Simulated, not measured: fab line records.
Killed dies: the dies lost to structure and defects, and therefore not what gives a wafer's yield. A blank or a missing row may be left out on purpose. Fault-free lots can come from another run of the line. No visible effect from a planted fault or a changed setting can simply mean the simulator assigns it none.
The tool behind it: which one? | flow sky130 | 11 lots, 33 wafers sampled, at 3 steps of a route of 708

WHAT THE GAUGES READ, wafer by wafer
SKY_POLY_GATE_THK_MEAS_01.
lot  | measured     | on            | POLY_GATE_CVD_00_THK (nm)
L397 | day 14 22:01 | film-metro-04 | 182.6 182.6 182.2
L398 | day 15 01:02 | film-metro-03 | 182.7 182.1 181.1
L399 | day 15 06:40 | film-metro-03 | 182.2 183.5 182.1
L400 | day 15 19:20 | film-metro-04 | 181.5 181.2 181.7
L402 | day 16 12:07 | film-metro-02 | 180.3 179.5 180.3
L403 | day 16 18:49 | film-metro-02 | 138.7 139.4 139.4 138.7 139.2 139.4
L412 | day 20 14:10 | film-metro-03 | 180.6 183.3 183.1
L414 | day 20 19:10 | film-metro-03 | 182.6 182.5 182.0
L416 | day 22 03:11 | film-metro-02 | 182.6 180.2 181.9
L417 | day 22 01:56 | film-metro-03 | 182.3 183.5 183.1
L418 | day 22 09:35 | film-metro-03 | 183.7 183.1 182.5

EACH LOT AND THE TOOL THAT RAN IT (in order: tool; ch and the chambers of the sampled wafers; start)
lot  | SKY_VT_ADJUST_HVTR_STRIP_10          | SKY_POLY_GATE_CVD_00
L397 | plasma-asher-03 ch 0,1, day 10 06:20 | lpcvd-01 ch 0, day 14 20:12
L398 | plasma-asher-04 ch 1, day 10 10:50   | lpcvd-01 ch 1, day 14 23:14
L399 | plasma-asher-02 ch 0,1, day 10 16:29 | lpcvd-01 ch 1, day 15 04:52
L400 | plasma-asher-02 ch 0,1, day 11 01:02 | lpcvd-01 ch 0, day 15 18:08
L402 | plasma-asher-03 ch 0,1, day 11 18:10 | lpcvd-01 ch 1, day 16 10:55
L403 | plasma-asher-04 ch 0,1, day 11 22:51 | lpcvd-01 ch 1, day 16 17:36
L412 | plasma-asher-03 ch 0,1, day 14 17:25 | lpcvd-01 ch 0, day 20 12:58
L414 | plasma-asher-04 ch 0,1, day 15 08:50 | lpcvd-01 ch 1, day 20 17:58
L416 | plasma-asher-03 ch 0,1, day 15 20:07 | lpcvd-01 ch 0, day 22 01:58
L417 | plasma-asher-02 ch 0,1, day 16 16:53 | lpcvd-01 ch 0, day 22 00:43
L418 | plasma-asher-03 ch 0,1, day 16 19:11 | lpcvd-01 ch 0, day 22 08:23
- SKY_VT_ADJUST_HVTR_STRIP_10: strips in O2/N2.
- SKY_POLY_GATE_CVD_00: deposits poly-Si, target thk 180 nm, time 720 s.

THE ANSWER, worked out from the rows above alone
Rule: the lots themselves supply what counts as usual. Put in order of their means at a reading, lots are off if they are a third of the lots or fewer, leave a main group of 4 or more, and stand apart from it by a gap of 3 or more times the standard deviation of the main group's means; of several such gaps the widest counts. A main group is skipped when, at the precision printed for the reading in the tables above, its means are all equal. Also off: a lot with no number at a reading for which 4 or more lots have one. Any other lot the step has rows for is counted as sound.
Off: L403, at SKY_POLY_GATE_THK_MEAS_01 (POLY_GATE_CVD_00_THK). Main group: mean 182.1 nm, sd 0.85.
A tool fits if, at a process step before that reading, it ran every lot that is off, and no sound lot after the first of them. The gauges at SKY_POLY_GATE_THK_MEAS_01 are tried like those tools. None of those tried fits.

WHAT HAD BEEN PUT IN BY THE SIMULATOR
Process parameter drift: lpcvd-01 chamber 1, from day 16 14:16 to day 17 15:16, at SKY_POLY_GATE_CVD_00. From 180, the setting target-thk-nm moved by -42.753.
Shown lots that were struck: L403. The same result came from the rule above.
